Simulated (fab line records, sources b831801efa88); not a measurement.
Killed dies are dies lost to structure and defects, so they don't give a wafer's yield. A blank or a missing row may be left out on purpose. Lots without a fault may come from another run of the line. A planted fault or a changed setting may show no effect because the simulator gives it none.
Problem report in the 8D (eight disciplines) form, filled by code | flow gf180mcu | the parts of the form that need people (team, actions taken, sign-off) are left out

1. THE PROBLEM
M1_ALCU_RS at GF_M1_RS_MEAS_05 reads a mean of 0.0358 ohm/sq on 4 wafers of 3 lots; wafers without a fault read 0.0695 ohm/sq with a standard deviation of 0.00072. That is -47 standard deviations from the usual mean.
The step: measures by four-point-probe.
First seen on wafer L359.6, day 19 03:27, on film_metro-02. The record holds 33 wafers of 11 lots with a number at this step. Rule for "out", or "out of limits": more than 4 standard deviations from the usual mean. The other wafers with a number count as sound.

2. WHAT IT IS AND WHAT IT IS NOT
question                    | is                             | is not
which readings at this step | M1_ALCU_RS                     | -
which lots                  | L359, L360, L361               | L352, L353, L354, L357, L370, L371, L373, L374
which wafers of those lots  | L359.6, L360.6, L361.3, L361.6 | L359.2, L359.5, L360.2, L360.5, L361.1
read on which gauges        | film_metro-02, film_metro-03   | film_metro-01
when                        | from day 19 03:27              | up to then (14 sound wafers); but 15 sound wafers of L360, L361, L370, L371, L373, L374 came after

3. SUSPECTS, AND WHAT RULES EACH OUT
Counting: a tool at a process step up to the reading stays a suspect if it ran every lot that is out. Sound lots after the first of them don't rule it out here, since some wafers of a struck lot are sound.
- the gauge at GF_M1_RS_MEAS_05: ruled out. The wafers that are out were read on 2 gauges (film_metro-02, film_metro-03).
- plasma_asher-03 at GF_CONTACT_STRIP_18 (strips in O2/N2): kept. It ran every lot that is out, first L359 (day 19 02:14); its last sound lot up to then is L357 (day 18 06:07).
- pvd_sputter-02 at GF_M1_SPUTTER_02 (material AlCu, target thk 450 nm, time 23.9 s): kept. It ran every lot that is out, first L359 (day 19 03:20); its last sound lot up to then is L357 (day 18 07:19).
Left after counting: plasma_asher-03 at GF_CONTACT_STRIP_18, pvd_sputter-02 at GF_M1_SPUTTER_02.

4. THE CAUSE (what the simulator had put in)
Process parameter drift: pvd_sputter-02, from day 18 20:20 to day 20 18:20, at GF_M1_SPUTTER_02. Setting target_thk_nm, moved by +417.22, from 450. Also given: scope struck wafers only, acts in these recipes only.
Counting left 2 suspects, and this tool is among them.

5. THE CHAIN OF EFFECTS, in route order
Each row: a reading whose mean over the struck wafers that have a number lies more than 3 standard deviations from the usual. Only readings for which the record gives a usual standard deviation are gone through. hours: the time from each lot's start at the first step in this table that gives one to its start at this step, as a median over the lots. sigmas: the change in usual standard deviations.
hours | step                    | reading              | usual         | on struck wafers | change  | sigmas
0     | GF_M1_RS_MEAS_05        | M1_ALCU_RS           | 0.0695 ohm/sq | 0.0358           | -0.0337 | -47
0     | GF_M1_THK_MEAS_06       | M1_ALCU_THK          | 459 nm        | 888              | +430    | +88
293   | GF_PASSIVATION_PROBE_99 | defect_limited_yield | 90.5 %        | 0.0              | -90.5   | -65
293   | GF_PASSIVATION_PROBE_99 | killed_at_M0_to_M3   | 20            | 469              | +449    | +93
293   | GF_PASSIVATION_PROBE_99 | killed_dies          | 47            | 492              | +445    | +64
293   | GF_PASSIVATION_PROBE_99 | killed_on_rim        | 9.2           | 96.0             | +86.8   | +31
293   | GF_PASSIVATION_PROBE_99 | sort_bin_3_pad_short | 0.43 %        | 91.47            | +91.03  | +99 or more
293   | GF_PASSIVATION_PROBE_99 | sort_n_pass          | 445           | 0                | -445    | -64
293   | GF_PASSIVATION_PROBE_99 | sort_yield_pct       | 90.5 %        | 0.0              | -90.5   | -65
The process steps in it:
- GF_PASSIVATION_PROBE_99

6. WHAT WOULD HAVE CAUGHT IT SOONER
In this record the first reading out of limits at a measuring or inspecting step was taken at day 19 03:27, 7 hours after the fault began at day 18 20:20.
Of the tool readings at GF_M1_SPUTTER_02 for which the record gives a usual standard deviation, none was out on any struck wafer, so an alarm limit of 4 standard deviations on them would not have fired.
Of the lots that are out (3), L360, L361 began GF_M1_SPUTTER_02 on pvd_sputter-02 after day 19 03:27. A hold on the tool at that time would have spared those 2.
